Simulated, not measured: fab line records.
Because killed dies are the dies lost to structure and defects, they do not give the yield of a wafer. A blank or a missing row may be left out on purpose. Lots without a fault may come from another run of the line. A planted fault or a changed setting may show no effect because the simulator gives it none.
Commonality check across tools + flow sky130 + Lots sampled 10, wafers sampled 30

## WHY IT WAS OPENED
SKY_VIA1_RS_MEAS_22, reading VIA1_W_RS: flagged on 2 of 10 lots. Fault-free wafers read 0.430 ohm/sq, with a standard deviation of 0.0047.
Rule: a lot is flagged in two cases, either no wafer of it has a number, or all its wafers with numbers fall more than 4 standard deviations from that mean. As for the other lots, they are considered sound.

| lot  | measured     | on           | VIA1_W_RS (ohm/sq), wafer by wafer | flag    |
|------|--------------|--------------|------------------------------------|---------|
| L929 | day 35 21:43 | filmMetro-03 | 0.428 0.432 0.425                  |         |
| L933 | day 35 22:05 | filmMetro-01 | 0.430 0.432 0.431                  |         |
| L934 | day 35 22:23 | filmMetro-01 | 0.430 0.424 0.428                  |         |
| L937 | day 36 23:31 | filmMetro-04 | 0.379 0.380 0.384                  | FLAGGED |
| L939 | day 38 02:15 | filmMetro-01 | 0.370 0.378 0.373                  | FLAGGED |
| L945 | day 39 03:23 | filmMetro-04 | 0.428 0.429 0.431                  |         |
| L943 | day 39 03:49 | filmMetro-01 | 0.425 0.427 0.423                  |         |
| L947 | day 39 05:37 | filmMetro-03 | 0.436 0.439 0.430                  |         |
| L950 | day 40 11:41 | filmMetro-01 | 0.427 0.429 0.431                  |         |
| L951 | day 40 12:32 | filmMetro-01 | 0.445 0.435 0.437                  |         |
Average over the flagged lots: 0.377 ohm/sq; offset from the usual -0.053 ohm/sq, equal to -11 standard deviations.

## WHICH TOOL RAN EACH LOT
The record holds 3 process steps before the reading, out of a route of 708 steps. Read each cell as the tool, then ch plus the chambers that the sampled wafers visited, then the start.
| lot  | flag    | SKY_METAL1_SPUTTER_04       | SKY_VIA1_STRIP_16                   | SKY_VIA1_CVD_21              |
|------|---------|-----------------------------|-------------------------------------|------------------------------|
| L929 |         | pvdSputter-02, day 33 01:07 | plasmaAsher-04 ch 0,1, day 35 20:58 | cvdW-02 ch 0,1, day 35 21:37 |
| L933 |         | pvdSputter-03, day 33 03:13 | plasmaAsher-01 ch 0,1, day 35 21:19 | cvdW-01 ch 0,1, day 35 21:59 |
| L934 |         | pvdSputter-02, day 33 03:56 | plasmaAsher-03 ch 0, day 35 21:34   | cvdW-02 ch 1, day 35 22:16   |
| L937 | FLAGGED | pvdSputter-02, day 34 14:56 | plasmaAsher-03 ch 0,1, day 36 22:46 | cvdW-02 ch 0,1, day 36 23:26 |
| L939 | FLAGGED | pvdSputter-03, day 35 20:42 | plasmaAsher-03 ch 0,1, day 38 01:28 | cvdW-02 ch 0,1, day 38 02:09 |
| L945 |         | pvdSputter-04, day 36 22:19 | plasmaAsher-04 ch 0,1, day 39 02:37 | cvdW-01 ch 0,1, day 39 03:16 |
| L943 |         | pvdSputter-04, day 36 23:02 | plasmaAsher-03 ch 0,1, day 39 03:01 | cvdW-01 ch 0, day 39 03:43   |
| L947 |         | pvdSputter-03, day 37 00:34 | plasmaAsher-04 ch 0,1, day 39 04:52 | cvdW-01 ch 0,1, day 39 05:31 |
| L950 |         | pvdSputter-02, day 38 07:32 | plasmaAsher-03 ch 0,1, day 40 10:54 | cvdW-01 ch 0,1, day 40 11:35 |
| L951 |         | pvdSputter-03, day 38 08:09 | plasmaAsher-01 ch 0,1, day 40 11:45 | cvdW-01 ch 0,1, day 40 12:26 |
These steps, and what they do:
- SKY_METAL1_SPUTTER_04: material TiN, target thk 70 nm, time 58.3 s.
- SKY_VIA1_STRIP_16: strips in O2/N2.
- SKY_VIA1_CVD_21: deposits W, target thk 270 nm, time 80.902 s.
- SKY_VIA1_RS_MEAS_22: measures by four-point-probe.

## FLAGGED AGAINST TOTAL, ONE TOOL AT A TIME (gauges that did the reading follow at the end)
| step                  | tool           | lots run | flagged | share of the flagged lots | sound lots run after its first flagged lot |
|-----------------------|----------------|----------|---------|---------------------------|--------------------------------------------|
| SKY_METAL1_SPUTTER_04 | pvdSputter-02  | 4        | 1       | some                      | 1 (L950)                                   |
| SKY_METAL1_SPUTTER_04 | pvdSputter-03  | 4        | 1       | some                      | 2 (L947,L951)                              |
| SKY_METAL1_SPUTTER_04 | pvdSputter-04  | 2        | 0       | none                      | -                                          |
| SKY_VIA1_STRIP_16     | plasmaAsher-01 | 2        | 0       | none                      | -                                          |
| SKY_VIA1_STRIP_16     | plasmaAsher-03 | 5        | 2       | all                       | 2 (L943,L950)                              |
| SKY_VIA1_STRIP_16     | plasmaAsher-04 | 3        | 0       | none                      | -                                          |
| SKY_VIA1_CVD_21       | cvdW-01        | 6        | 0       | none                      | -                                          |
| SKY_VIA1_CVD_21       | cvdW-02        | 4        | 2       | all                       | 0                                          |
| SKY_VIA1_RS_MEAS_22   | filmMetro-01   | 6        | 1       | some                      | 3 (L943,L950,L951)                         |
| SKY_VIA1_RS_MEAS_22   | filmMetro-03   | 2        | 0       | none                      | -                                          |
| SKY_VIA1_RS_MEAS_22   | filmMetro-04   | 2        | 1       | some                      | 1 (L945)                                   |

## WHAT THE TABLE PERMITS
In 2 table rows, all flagged lots were run: plasmaAsher-03 (SKY_VIA1_STRIP_16), cvdW-02 (SKY_VIA1_CVD_21).
- plasmaAsher-03 at SKY_VIA1_STRIP_16 ran 5 lots, 2 of them flagged. Lots that were sound ran on it after the first flagged one (L943, L950); a persistent fault on the entire tool would not allow that.
- cvdW-02 at SKY_VIA1_CVD_21 ran 4 lots, 2 of them flagged. It ran its last sound lot, L934, at day 35 22:16 and its first flagged lot, L937, at day 36 23:26: a fault with its onset between the two fits. Its own readings lie more than 4 standard deviations out on every wafer of the flagged lots: chamberPressureTorr.
cvdW-02 at SKY_VIA1_CVD_21 is the single tool remaining.

## WHAT THE SIMULATOR HAD INSERTED
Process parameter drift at SKY_VIA1_CVD_21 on cvdW-02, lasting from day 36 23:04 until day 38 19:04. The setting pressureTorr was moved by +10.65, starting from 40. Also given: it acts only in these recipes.
Shown lots that were struck: L937, L939. The rule above reached the same finding.
